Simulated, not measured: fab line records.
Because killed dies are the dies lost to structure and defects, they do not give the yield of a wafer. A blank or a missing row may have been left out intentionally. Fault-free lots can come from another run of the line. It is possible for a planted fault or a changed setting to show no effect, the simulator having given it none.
fab line records    flow sky130
record lots=5  wafers=15  last-day=50
route steps=708 shown VIA4@639 METAL5@661 PAD_OPEN@708
lots untouched by any fault: they come from a run of this same line in which no faults occurred
start-h: start of the lot's first displayed wafer, in hours after the record's first day    wait-h: time in hours since the lot's previous step    " repeats the value in the row above    L1.1+2: several wafers, shown together as one row    - value missing, or start not given    * or withheld: withheld    < > ~ a bound
route shown NAME@n: names a module that has steps shown in the file, with the first one's number in the route    usual: mean/standard deviation of fault-free wafers    same: alike in all rows    chamber/n: place in a boat    sites: each site's reading    _std_site: standard deviation across them    _edge_site: the outer-site mean with the inner-site mean subtracted    radius-mm: for every site, how far away it sits from the centre of the wafer    mask NAME#n: copy n    behind: the last tool/chamber to shape the wafer    hold: reason for holding the lot/hours on hold/outcome of the hold    device: which transistor (n, p or np) failed to switch    end of line: at the end of the route, the tests of the same wafers    a step given without rows: its recipe and nothing more    killed: count of dies lost to structure and defects at first sort (not the wafer's yield)    map: a wafer's dies, x killed, . not, _ none there
set.NAME: the setting that was run; set.NAME@STEP: the one run at that earlier step    model.NAME: the simulator's own value behind a step, which no gauge read
lots at some steps of the route; a table a step, a row a wafer
services: the hour from which a tool's chamber was out of use, counted from the record's first day as start-h (under 0 if before that day), plus the number of hours and why
## steps
# step SKY_VIA4_HDPCVD_00
# recipe material=SiO2  target-thk-nm=1750  sigma-open-frac=0.3  time-s=291.7  temp-c=400  sih4-flow-sccm=60  pressure-mtorr=6
# step SKY_VIA4_THK_MEAS_01
# recipe reads=SiO2_of_VIA4_HDPCVD_00
# usual VIA4_HDPCVD_THK=1754/16
lot.wafer  tool           chamber  start-h  wait-h  VIA4_HDPCVD_THK[nm]
L199.1     film-metro-01  -        1008.56  0.1     1777
L199.3     "              -        "        "       1777
L199.4     "              -        "        "       1774
L200.2     film-metro-01  -        1015.23  0.1     1729
L200.4     "              -        "        "       1739
L200.6     "              -        "        "       1759
L207.4     film-metro-04  -        1052.04  0.0     1722
L207.5     "              -        "        "       1747
L207.6     "              -        "        "       1748
L214.1     film-metro-03  -        1087.42  0.1     1748
L214.2     "              -        "        "       1731
L214.6     "              -        "        "       1736
L216.1     film-metro-01  -        1110.14  0.1     1749
L216.3     "              -        "        "       1752
L216.6     "              -        "        "       1734
# step SKY_VIA4_CMP_02
# recipe material=SiO2  down-force-psi=4  platen-rpm=60  pad-velocity-m-s=0.94248
# usual head-pressure-psi=3.998/0.0097  motor-current-A=12.5/1.1
lot.wafer  tool    chamber  start-h  wait-h  head-pressure-psi  motor-current-A
L199.3     cmp-02  0        1008.62  0.0     3.988              14.8
L199.1     "       1        "        "       4.010              11.3
L199.4     "       2        "        "       3.997              12.4
L200.2     cmp-01  2        1015.33  0.1     3.996              12.8
L200.4     "       3        "        "       3.992              13.1
L200.6     "       1        "        "       4.008              13.9
L207.4     cmp-02  1        1052.07  0.0     4.000              10.8
L207.6     "       1        "        "       4.002              10.0
L207.5     "       2        "        "       4.000              12.0
L214.1     cmp-02  1        1087.53  0.1     4.000              10.7
L214.2     "       2        "        "       3.992              12.4
L214.6     "       0        "        "       3.981              14.0
L216.1     cmp-01  1        1110.20  0.1     4.013              13.5
L216.3     "       0        "        "       3.997              11.6
L216.6     "       1        "        "       4.016              13.6
# step SKY_VIA4_BOW_MEAS_03
# recipe mode=bow
# usual VIA4_BOW=78/7.1
lot.wafer  tool           chamber  start-h  wait-h  VIA4_BOW[um]
L199.1     film-metro-03  -        1008.92  0.2     78
L199.3     "              -        "        "       83
L199.4     "              -        "        "       84
L200.2     film-metro-04  -        1015.60  0.2     83
L200.4     "              -        "        "       74
L200.6     "              -        "        "       68
L207.4     film-metro-03  -        1052.43  0.3     76
L207.5     "              -        "        "       73
L207.6     "              -        "        "       79
L214.1     film-metro-03  -        1087.78  0.2     73
L214.2     "              -        "        "       82
L214.6     "              -        "        "       76
L216.1     film-metro-04  -        1110.50  0.2     91
L216.3     "              -        "        "       79
L216.6     "              -        "        "       76
# step SKY_VIA4_DEHYDRATE_04
# recipe temp-c=200  time-s=60
# step SKY_VIA4_HMDS_05
# recipe prime-time-s=60  prime-temp-c=120
# step SKY_VIA4_COAT_06
# recipe resist=NOVOLAK  spin-rpm=3000  resist-thk-nm=1140
# step SKY_VIA4_SOFTBAKE_07
# recipe temp-c=90  time-s=60  resist=NOVOLAK
# step SKY_VIA4_EXPOSE_08
# recipe mask-id=VIM4  na=0.6  source-shape=conventional  sigma-outer=0.6  polarization=unpolarized  target-cd-nm=800  dose-mj=132
# step SKY_VIA4_PEB_09
# recipe temp-c=withheld  time-s=*  resist=NOVOLAK
# step SKY_VIA4_DEVELOP_10
# recipe resist=NOVOLAK  developer=TMAH  develop-time-s=60  dev-temp-c=23
# step SKY_VIA4_OVL_MEAS_11
# usual VIA4_OVL=0.8/1.2
lot.wafer  tool        chamber  start-h  wait-h  VIA4_OVL[nm]
L199.1     overlay-01  -        1031.30  0.1     0.0
L199.3     "           -        "        "       1.1
L199.4     "           -        "        "       2.1
L200.2     overlay-02  -        1037.70  0.1     -1.5
L200.4     "           -        "        "       -0.4
L200.6     "           -        "        "       -1.2
L207.4     overlay-01  -        1073.31  0.1     1.5
L207.5     "           -        "        "       0.8
L207.6     "           -        "        "       1.1
L214.1     overlay-02  -        1108.18  0.1     1.1
L214.2     "           -        "        "       0.4
L214.6     "           -        "        "       0.6
L216.1     overlay-01  -        1131.10  0.1     -1.6
L216.3     "           -        "        "       2.2
L216.6     "           -        "        "       1.6
# step SKY_VIA4_ETCH_12
# recipe target=SiO2  chemistry=C4F8/O2/Ar  stop-on=TiN  mask-material=NOVOLAK  source-w=1500  bias-w=1200  pressure-mtorr=40  c4f8-flow-sccm=withheld  O2_flow_sccm=6  Ar_flow_sccm=300  time-s=withheld  target-depth-a=5800
# usual oes-product-au=0.926/0.0048
lot.wafer  tool         chamber  start-h  wait-h  oes-product-au
L199.1     rie-diel-03  0        1031.33  0.0     0.927
L199.3     "            3        "        "       0.922
L199.4     "            1        "        "       0.925
L200.2     rie-diel-04  3        1037.73  0.0     0.922
L200.4     "            3        "        "       0.929
L200.6     "            0        "        "       0.920
L207.4     rie-diel-03  1        1073.32  0.0     0.926
L207.5     "            3        "        "       0.922
L207.6     "            0        "        "       0.935
L214.1     rie-diel-02  2        1108.22  0.0     0.927
L214.2     "            3        "        "       0.935
L214.6     "            0        "        "       0.927
L216.1     rie-diel-04  1        1131.13  0.0     0.924
L216.3     "            3        "        "       0.924
L216.6     "            1        "        "       0.927
# step SKY_VIA4_STRIP_13
# recipe chemistry=O2/N2  power-w=1400  pressure-mtorr=1500  platen-temp-c=withheld  o2-flow-sccm=3000  n2-flow-sccm=300  overash-fraction=0.5
# step SKY_VIA4_STRIP_14
# recipe chemistry=post-etch-residue-remover  time-s=1200  temp-c=72.5
# step SKY_VIA4_CLEAN_15
# recipe chemistry=IPA  time-s=180  temp-c=25
# step SKY_VIA4_CLEAN_16
# recipe chemistry=O3/DIW  dry=n2-spin
# step SKY_VIA4_SPUTTER_17
# recipe material=TiN  target-thk-nm=20  chamber-pressure-pa=5  power-w=4000  time-s=80
# step SKY_VIA4_CVD_18
# recipe material=W  target-thk-nm=505  time-s=152.14  temp-c=400  pressure-torr=40
# step SKY_VIA4_RS_MEAS_19
# recipe thk-meas-gauge=four-point-probe  reads=W_of_VIA4_CVD_18+TiN_of_VIA4_SPUTTER_17
# usual VIA4_W_RS=0.226/0.0036
lot.wafer  tool           chamber  start-h  wait-h  VIA4_W_RS[ohm/sq]
L199.1     film-metro-03  -        1032.26  0.1     0.230
L199.3     "              -        "        "       0.230
L199.4     "              -        "        "       0.231
L200.2     film-metro-04  -        1038.63  0.1     0.230
L200.4     "              -        "        "       0.229
L200.6     "              -        "        "       0.231
L207.4     film-metro-04  -        1074.27  0.1     0.222
L207.5     "              -        "        "       0.223
L207.6     "              -        "        "       0.228
L214.1     film-metro-04  -        1109.11  0.1     0.223
L214.2     "              -        "        "       0.228
L214.6     "              -        "        "       0.220
L216.1     film-metro-04  -        1132.02  0.1     0.226
L216.3     "              -        "        "       0.227
L216.6     "              -        "        "       0.220
# step SKY_VIA4_THK_MEAS_20
# recipe thk-meas-gauge=xrf  reads=W_of_VIA4_CVD_18
# usual VIA4_W_THK=498/8
lot.wafer  tool           chamber  start-h  wait-h  VIA4_W_THK[nm]
L199.1     film-metro-03  -        1032.38  0.1     493
L199.3     "              -        "        "       492
L199.4     "              -        "        "       489
L200.2     film-metro-04  -        1038.74  0.1     487
L200.4     "              -        "        "       491
L200.6     "              -        "        "       487
L207.4     film-metro-04  -        1074.36  0.1     503
L207.5     "              -        "        "       504
L207.6     "              -        "        "       491
L214.1     film-metro-04  -        1109.23  0.1     509
L214.2     "              -        "        "       499
L214.6     "              -        "        "       516
L216.1     film-metro-04  -        1132.14  0.1     498
L216.3     "              -        "        "       498
L216.6     "              -        "        "       513
# step SKY_VIA4_CMP_21
# recipe stop-on=SiO2  t-overpolish-s=25  down-force-psi=3.5  platen-rpm=60  target-thk-nm=0  pad-velocity-m-s=0.94248
# step SKY_METAL5_SPUTTER_00
# recipe material=Ti  target-thk-nm=15  power-w=3000  time-s=10  chamber-pressure-pa=0.4
# usual throttle-valve-pct=29.7/0.95
lot.wafer  tool            chamber  start-h  wait-h  throttle-valve-pct
L199.1     pvd-sputter-02  -        1032.74  0.2     30.4
L199.3     "               -        "        "       31.3
L199.4     "               -        "        "       31.4
L200.2     pvd-sputter-02  -        1039.09  0.2     30.5
L200.4     "               -        "        "       30.2
L200.6     "               -        "        "       30.4
L207.4     pvd-sputter-01  -        1074.69  0.2     28.6
L207.5     "               -        "        "       29.4
L207.6     "               -        "        "       28.6
L214.1     pvd-sputter-01  -        1109.59  0.2     28.5
L214.2     "               -        "        "       29.4
L214.6     "               -        "        "       28.6
L216.1     pvd-sputter-03  -        1132.68  0.2     28.9
L216.3     "               -        "        "       30.3
L216.6     "               -        "        "       28.1
# step SKY_METAL5_SPUTTER_01
# recipe material=TiN  target-thk-nm=20  power-w=6500  time-s=16.7  chamber-pressure-pa=0.4
# usual throttle-valve-pct=29.7/0.93
lot.wafer  tool            chamber  start-h  wait-h  throttle-valve-pct
L199.1     pvd-sputter-02  -        1032.76  0.0     30.2
L199.3     "               -        "        "       31.6
L199.4     "               -        "        "       31.8
L200.2     pvd-sputter-02  -        1039.11  0.0     30.5
L200.4     "               -        "        "       30.2
L200.6     "               -        "        "       30.4
L207.4     pvd-sputter-01  -        1074.71  0.0     28.7
L207.5     "               -        "        "       29.5
L207.6     "               -        "        "       28.4
L214.1     pvd-sputter-01  -        1109.61  0.0     28.6
L214.2     "               -        "        "       29.6
L214.6     "               -        "        "       28.3
L216.1     pvd-sputter-03  -        1132.71  0.0     29.1
L216.3     "               -        "        "       30.1
L216.6     "               -        "        "       28.3
# step SKY_METAL5_SPUTTER_02
# recipe material=AlCu  target-thk-nm=1150  power-w=10600  time-s=61.2  chamber-pressure-pa=0.4
# step SKY_METAL5_SPUTTER_03
# recipe material=Ti  target-thk-nm=5  power-w=2965  time-s=3.3  chamber-pressure-pa=0.4
# usual throttle-valve-pct=29.7/0.92
lot.wafer  tool            chamber  start-h  wait-h  throttle-valve-pct
L199.1     pvd-sputter-02  -        1032.83  0.0     30.3
L199.3     "               -        "        "       31.8
L199.4     "               -        "        "       31.4
L200.2     pvd-sputter-02  -        1039.19  0.0     30.4
L200.4     "               -        "        "       30.1
L200.6     "               -        "        "       30.4
L207.4     pvd-sputter-01  -        1074.79  0.0     28.5
L207.5     "               -        "        "       29.1
L207.6     "               -        "        "       28.3
L214.1     pvd-sputter-01  -        1109.69  0.0     28.4
L214.2     "               -        "        "       29.8
L214.6     "               -        "        "       28.5
L216.1     pvd-sputter-03  -        1132.78  0.0     28.8
L216.3     "               -        "        "       30.1
L216.6     "               -        "        "       28.1
# step SKY_METAL5_SPUTTER_04
# recipe material=TiN  target-thk-nm=70  power-w=6500  time-s=58.3  chamber-pressure-pa=0.4
# usual throttle-valve-pct=29.7/0.92
lot.wafer  tool            chamber  start-h  wait-h  throttle-valve-pct
L199.1     pvd-sputter-02  -        1032.85  0.0     30.4
L199.3     "               -        "        "       31.6
L199.4     "               -        "        "       31.6
L200.2     pvd-sputter-02  -        1039.21  0.0     30.4
L200.4     "               -        "        "       29.9
L200.6     "               -        "        "       30.2
L207.4     pvd-sputter-01  -        1074.81  0.0     28.3
L207.5     "               -        "        "       29.5
L207.6     "               -        "        "       28.5
L214.1     pvd-sputter-01  -        1109.71  0.0     28.4
L214.2     "               -        "        "       29.4
L214.6     "               -        "        "       28.3
L216.1     pvd-sputter-03  -        1132.80  0.0     29.0
L216.3     "               -        "        "       29.9
L216.6     "               -        "        "       28.2
# step SKY_METAL5_RS_MEAS_05
# recipe thk-meas-gauge=four-point-probe  reads=TiN_of_METAL5_SPUTTER_04+Ti_of_METAL5_SPUTTER_03+AlCu_of_METAL5_SPUTTER_02+TiN_of_METAL5_SPUTTER_01+Ti_of_METAL5_SPUTTER_00
# usual METAL5_ALCU_RS=0.02694/0.00025
lot.wafer  tool           chamber  start-h  wait-h  METAL5_ALCU_RS[ohm/sq]
L199.1     film-metro-04  -        1032.90  0.0     0.02703
L199.3     "              -        "        "       0.02714
L199.4     "              -        "        "       0.0272
L200.2     film-metro-02  -        1039.28  0.0     0.02679
L200.4     "              -        "        "       0.02714
L200.6     "              -        "        "       0.02674
L207.4     film-metro-03  -        1074.92  0.1     0.02675
L207.5     "              -        "        "       0.02681
L207.6     "              -        "        "       0.02681
L214.1     film-metro-04  -        1109.76  0.0     0.02686
L214.2     "              -        "        "       0.02668
L214.6     "              -        "        "       0.02682
L216.1     film-metro-04  -        1132.85  0.0     0.02752
L216.3     "              -        "        "       0.02772
L216.6     "              -        "        "       0.02767
# step SKY_METAL5_THK_MEAS_06
# recipe thk-meas-gauge=xrf  reads=AlCu_of_METAL5_SPUTTER_02
# usual METAL5_ALCU_THK=1157/10
lot.wafer  tool           chamber  start-h  wait-h  METAL5_ALCU_THK[nm]
L199.1     film-metro-04  -        1033.02  0.1     1154
L199.3     "              -        "        "       1156
L199.4     "              -        "        "       1161
L200.2     film-metro-02  -        1039.39  0.1     1150
L200.4     "              -        "        "       1141
L200.6     "              -        "        "       1150
L207.4     film-metro-03  -        1075.01  0.1     1157
L207.5     "              -        "        "       1164
L207.6     "              -        "        "       1158
L214.1     film-metro-04  -        1109.88  0.1     1169
L214.2     "              -        "        "       1173
L214.6     "              -        "        "       1164
L216.1     film-metro-04  -        1132.97  0.1     1142
L216.3     "              -        "        "       1133
L216.6     "              -        "        "       1135
# step SKY_METAL5_DEHYDRATE_07
# recipe temp-c=200  time-s=60
# step SKY_METAL5_HMDS_08
# recipe prime-time-s=60  prime-temp-c=120
# step SKY_METAL5_COAT_09
# recipe resist=NOVOLAK  spin-rpm=3000  resist-thk-nm=1800
# step SKY_METAL5_SOFTBAKE_10
# recipe temp-c=90  time-s=60  resist=NOVOLAK
# step SKY_METAL5_EXPOSE_11
# recipe mask-id=MM5  na=0.6  source-shape=conventional  sigma-outer=0.6  polarization=unpolarized  target-cd-nm=1600  dose-mj=190
# step SKY_METAL5_PEB_12
# recipe temp-c=withheld  time-s=*  resist=NOVOLAK
# step SKY_METAL5_DEVELOP_13
# recipe resist=NOVOLAK  developer=TMAH  develop-time-s=60  dev-temp-c=23
# step SKY_METAL5_DESCUM_14
# recipe chemistry=O2  source-power-w=150  bias-power-w=0  pressure-mtorr=10  temp-c=40  time-s=11
# step SKY_METAL5_METAL_ETCH_15
# recipe target-depth-a=12600  stop-on=SiO2  over-etch-frac=0.2  time-s=252  chemistry=Cl2/BCl3  resist-sidewall-deg=86  pressure-mtorr=10  icp-w=900  bias-w=48.5  Cl2_flow_sccm=60  bcl3-flow-sccm=30
# step SKY_METAL5_STRIP_16
# recipe chemistry=O2/N2  power-w=1400  pressure-mtorr=1500  platen-temp-c=withheld  o2-flow-sccm=3000  n2-flow-sccm=300  overash-fraction=0.5
# step SKY_METAL5_STRIP_17
# recipe chemistry=post-etch-residue-remover  time-s=1200  temp-c=72.5
# step SKY_METAL5_CLEAN_18
# recipe chemistry=IPA  time-s=180  temp-c=25
# step SKY_METAL5_CLEAN_19
# recipe chemistry=O3/DIW  dry=n2-spin
# step SKY_PAD_OPEN_PROBE_99
# usual defect-limited-yield=82.3/2.1  killed_at_M0_to_M3=43/7.4  killed_at_M4_up=3.1/1.8  killed-at-contacts=26/5.6  killed-at-front-end=15/4.9  killed-at-other=0.2/0.44  killed-dies=87/10  killed-open=48/7.6  killed-short=39/6.2  sort_bin_3_pad_short=0.9/0.43  sort_bin_5_function=10.5/1.5  sort_bin_6_memory=6.3/1.2  sort-n-pass=405/10  sort-yield-pct=82.3/2.1
# same gross-dies=492  killed-at-back-side=0  sort_bin_4_leakage[%]=0  sort_bin_8_speed[%]=0
lot.wafer  tool       chamber  start-h  wait-h  hold                      defect-limited-yield[%]  killed_at_M0_to_M3  killed_at_M4_up  killed-at-contacts  killed-at-front-end  killed-at-other  killed-dies  killed-open  killed-short  sort_bin_3_pad_short[%]  sort_bin_5_function[%]  sort_bin_6_memory[%]  sort-n-pass  sort-yield-pct[%]  model.etest.tester.sort-n-pass  model.etest.tester.sort-yield-pct  model.etest.tester.sort_bin_5_pct  model.etest.tester.sort_bin_3_pct
L199.1     prober-02  -        1100.05  0.1     -                         84.1                     35                  4                29                  10                   0                78           44           31            0.8                      9.1                     5.9                   414          84.1               414                             84.15                              9.146                              0.813
L199.3     prober-02  -        1100.15  0.2     -                         81.5                     48                  2                27                  14                   0                91           49           42            0.6                      11.0                    6.9                   401          81.5               401                             81.5                               10.98                              0.6098
L199.4     prober-02  -        1100.20  0.2     -                         81.9                     43                  4                26                  16                   0                89           55           34            1.0                      10.8                    6.3                   403          81.9               403                             81.91                              10.77                              1.016
L200.2     prober-01  -        1104.87  0.1     -                         81.5                     48                  8                18                  17                   0                91           46           45            1.2                      10.2                    7.1                   401          81.5               401                             81.5                               10.16                              1.22
L200.4     prober-01  -        1104.97  0.2     -                         80.3                     47                  3                24                  23                   0                97           63           34            1.6                      12.4                    5.7                   395          80.3               395                             80.28                              12.4                               1.626
L200.6     prober-01  -        1105.07  0.2     -                         82.1                     45                  3                26                  14                   0                88           41           47            1.8                      11.0                    5.1                   404          82.1               404                             82.11                              10.98                              1.829
L207.4     prober-01  -        1139.31  0.2     await-dispo/0.9h/release  84.8                     31                  4                25                  15                   0                75           39           35            0.4                      8.3                     6.5                   417          84.8               417                             84.76                              8.333                              0.4065
L207.5     prober-01  -        1139.36  0.2     await-dispo/0.9h/release  72.2                     51                  51               22                  13                   0                137          45           42            3.3                      18.7                    5.9                   355          72.2               355                             72.15                              18.7                               3.252
L207.6     prober-01  -        1139.41  0.2     await-dispo/0.9h/release  86.0                     31                  2                28                  8                    0                69           43           26            0.8                      7.7                     5.5                   423          86.0               423                             85.98                              7.724                              0.813
L214.1     prober-02  -        1169.16  0.1     -                         80.7                     45                  3                33                  14                   0                95           59           36            0.2                      11.4                    7.7                   397          80.7               397                             80.69                              11.38                              0.2033
L214.2     prober-02  -        1169.21  0.1     -                         80.7                     55                  2                21                  17                   0                95           50           45            0.4                      12.2                    6.7                   397          80.7               397                             80.69                              12.2                               0.4065
L214.6     prober-02  -        1169.41  0.2     -                         80.3                     50                  4                20                  23                   0                97           53           44            1.2                      11.0                    7.5                   395          80.3               395                             80.28                              10.98                              1.22
L216.1     prober-02  -        1188.38  0.1     -                         81.1                     47                  5                28                  13                   0                93           54           39            0.4                      11.8                    6.7                   399          81.1               399                             81.1                               11.79                              0.4065
L216.3     prober-02  -        1188.48  0.2     -                         80.5                     51                  7                29                  8                    1                96           55           41            1.2                      12.2                    6.1                   396          80.5               396                             80.49                              12.2                               1.22
L216.6     prober-02  -        1188.63  0.2     -                         88.2                     29                  1                18                  10                   0                58           33           25            0.6                      6.1                     5.1                   434          88.2               434                             88.21                              6.098                              0.6098
# killed by level:class
L199.1 CONTACT:geometric-particle:open=14 VIA3:geometric-particle:open=8 CONTACT:geometric-particle:short=7 VIA2:geometric-particle:open=6 VIA3:geometric-particle:short=5 FIELD_ISO:geometric-particle:open=3 POLY_GATE:geometric-particle:short=3 POLY_GATE:geometric-particle:open=3
L199.3 VIA1:geometric-particle:open=17 CONTACT:geometric-particle:open=8 LI_CONTACT:geometric-particle:open=7 METAL2:geometric-particle:short=7 VIA2:geometric-particle:open=7 CONTACT:geometric-particle:short=6 POLY_GATE:geometric-particle:short=5 FIELD_ISO:geometric-particle:short=4
L199.4 CONTACT:geometric-particle:open=10 VIA1:geometric-particle:open=9 LI_CONTACT:geometric-particle:open=8 VIA2:geometric-particle:open=7 VIA3:geometric-particle:open=6 METAL2:geometric-particle:short=5 POLY_GATE:geometric-particle:open=4 POLY_GATE:geometric-particle:short=4
L200.2 VIA1:geometric-particle:open=14 METAL2:geometric-particle:short=8 VIA1:geometric-particle:short=7 METAL4:geometric-particle:short=6 LI_CONTACT:geometric-particle:open=6 CONTACT:geometric-particle:open=6 FIELD_ISO:geometric-particle:open=5 METAL1:geometric-particle:short=5
L200.4 CONTACT:geometric-particle:open=14 VIA1:geometric-particle:open=12 VIA2:geometric-particle:open=9 POLY_GATE:geometric-particle:open=6 VIA3:geometric-particle:open=6 FIELD_ISO:geometric-particle:open=5 VIA1:geometric-particle:short=5 POLY_GATE:geometric-particle:short=4
L200.6 CONTACT:geometric-particle:open=15 VIA1:geometric-particle:short=12 FIELD_ISO:geometric-particle:short=7 VIA1:geometric-particle:open=7 METAL3:geometric-particle:short=7 METAL2:geometric-particle:short=6 VIA3:geometric-particle:open=5 FIELD_ISO:geometric-particle:open=4
L207.4 CONTACT:geometric-particle:open=11 METAL1:geometric-particle:short=6 POLY_GATE:geometric-particle:short=4 CONTACT:geometric-particle:short=4 METAL2:geometric-particle:short=4 VIA2:geometric-particle:open=4 VIA3:geometric-particle:open=4 POLY_GATE:geometric-particle:open=3
L207.5 VIA4:unspecified=50 METAL2:geometric-particle:short=11 CONTACT:geometric-particle:open=8 VIA1:geometric-particle:open=8 VIA3:geometric-particle:open=7 LI_CONTACT:geometric-particle:open=5 METAL1:geometric-particle:short=5 VIA2:geometric-particle:open=5
L207.6 CONTACT:geometric-particle:open=12 LI_CONTACT:geometric-particle:open=10 VIA1:geometric-particle:open=8 VIA2:geometric-particle:open=7 METAL1:geometric-particle:short=5 CONTACT:geometric-particle:short=4 METAL2:geometric-particle:short=3 VIA2:geometric-particle:short=3
L214.1 CONTACT:geometric-particle:open=15 VIA2:geometric-particle:open=10 VIA1:geometric-particle:open=8 VIA3:geometric-particle:open=7 LI_CONTACT:geometric-particle:open=6 CONTACT:geometric-particle:short=5 VIA2:geometric-particle:short=5 LOCAL_INTERCONNECT:geometric-particle:short=4
L214.2 VIA1:geometric-particle:open=18 METAL2:geometric-particle:short=8 CONTACT:geometric-particle:short=7 METAL1:geometric-particle:short=7 VIA1:geometric-particle:short=7 CONTACT:geometric-particle:open=6 FIELD_ISO:geometric-particle:short=4 POLY_GATE:geometric-particle:open=4
L214.6 VIA1:geometric-particle:open=15 FIELD_ISO:geometric-particle:open=9 METAL1:geometric-particle:short=7 SPACER:geometric-particle:short=6 CONTACT:geometric-particle:open=6 VIA3:geometric-particle:open=6 LI_CONTACT:geometric-particle:open=5 CONTACT:geometric-particle:short=5
L216.1 LI_CONTACT:geometric-particle:open=11 VIA1:geometric-particle:open=10 CONTACT:geometric-particle:open=9 METAL1:geometric-particle:short=8 VIA2:geometric-particle:open=7 METAL2:geometric-particle:short=6 POLY_GATE:geometric-particle:open=5 METAL4:geometric-particle:short=4
L216.3 VIA1:geometric-particle:open=11 LI_CONTACT:geometric-particle:open=9 VIA2:geometric-particle:open=8 METAL1:geometric-particle:short=7 CONTACT:geometric-particle:open=6 VIA3:geometric-particle:open=5 METAL4:geometric-particle:short=5 LOCAL_INTERCONNECT:geometric-particle:short=5
L216.6 CONTACT:geometric-particle:open=8 VIA1:geometric-particle:open=6 VIA2:geometric-particle:open=6 LI_CONTACT:geometric-particle:open=5 POLY_GATE:geometric-particle:short=4 VIA1:geometric-particle:short=4 VIA3:geometric-particle:open=4 METAL1:geometric-particle:short=3
# map L207.5 (x killed, . not)
__________.......x.._________
________....xx..xx..x._______
______x.........x.x.xx.._____
_____................xx..____
____.........xx...x.......___
___x...x..xx......x....x...__
__......xx..x.......xx..xx.._
_....x.......x..x.....x...xx.
_x....x...xx......x.x...x....
_.......x.....x.x.......xx...
_..x....xx.....x.............
_...xx........x......x...xx..
_...x...xx....x........xx....
_.xx.....x...x.x....x....x...
_..........x...x...x.........
__.....x.xxxxxxxx..........._
___.x.x...xxxxxxx..x..x..x.__
____.x..xxxxxxxxxxx.......___
_____..x.xxxxxxxxxx..x...____
______..x.xxxxxxxx......_____
________x.xxxxxxx....._______
__________...x.x...._________
# map L199.3 (x killed, . not)
__________.......xxx_________
________.............x_______
______.x..x..xx...x....._____
_____x.......x.....x.....____
____...x..xx..x.x.xx...x..___
___xx...........x..........__
__.............x............_
_x.....x.....x...x...........
_..........x...x.........x.xx
_....x...x....x.xx.xx...x..xx
_..xx...........xxx......x.x.
_.x..x.x..x...x.....x.xx.....
_........x.x.x...............
_.........xx.xx..........xx..
_...x..x.xx..........x.......
__...x.......x.x......x....._
___.....x.x...............x__
____x..........xx....x....___
_____.x....x............x____
______............x....._____
________x...x....x...._______
__________........x._________
## services
tool            chamber  start-h  hours  kind
rie-diel-02     1        1001.27  4.6    repair
cmp-02          -        1002.71  3.6    repair
pvd-sputter-02  -        1005.81  5.8    repair
cmp-01          -        1020.51  2.0    repair
pvd-sputter-02  3        1022.96  -      consumable-replace:kit
pvd-sputter-02  3        1022.96  18.0   scheduled-down
pvd-sputter-02  3        1022.96  18.0   vent-cycle
rie-diel-03     2        1031.18  2.8    repair
cmp-02          -        1033.63  2.0    repair
rie-diel-04     2        1037.67  2.8    repair
rie-diel-03     2        1043.70  5.8    repair
cmp-02          -        1052.80  0.4    repair
rie-diel-02     2        1054.59  3.9    repair
rie-diel-04     2        1063.72  3.4    repair
rie-diel-04     3        1071.97  25.6   repair
pvd-sputter-01  2        1077.96  -      consumable-replace:kit
pvd-sputter-01  2        1077.96  18.0   scheduled-down
pvd-sputter-01  2        1077.96  18.0   vent-cycle
cmp-01          -        1084.16  4.0    pm
rie-diel-03     -        1088.80  2.8    pm
cmp-02          -        1101.98  5.9    repair
rie-diel-04     0        1102.72  2.7    repair
cmp-02          -        1123.96  5.0    pm
pvd-sputter-02  2        1131.01  -      consumable-replace:kit
## key
first-sign step=SKY_PAD_OPEN_PROBE_99  reading=killed_at_M4_up  direction=up  sigmas=26  usual=3.1  struck=51
effect step=SKY_PAD_OPEN_PROBE_99  reading=sort_bin_3_pad_short  direction=up  sigmas=5.5  usual=0.9  struck=3.3
model-effect step=SKY_PAD_OPEN_PROBE_99  value=etest.tester.sort-n-pass  without=402  struck=355
met-at SKY_VIA4_ETCH_12
struck-wafers L207.5
onset-between 1031.33 1073.32
fault kind=chamber-particle-source  tool=rie-diel-03  chamber=3  onset-h=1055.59  steps=SKY_VIA4_ETCH_12  rate-per-visit-cm2=0.51913  end-h=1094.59
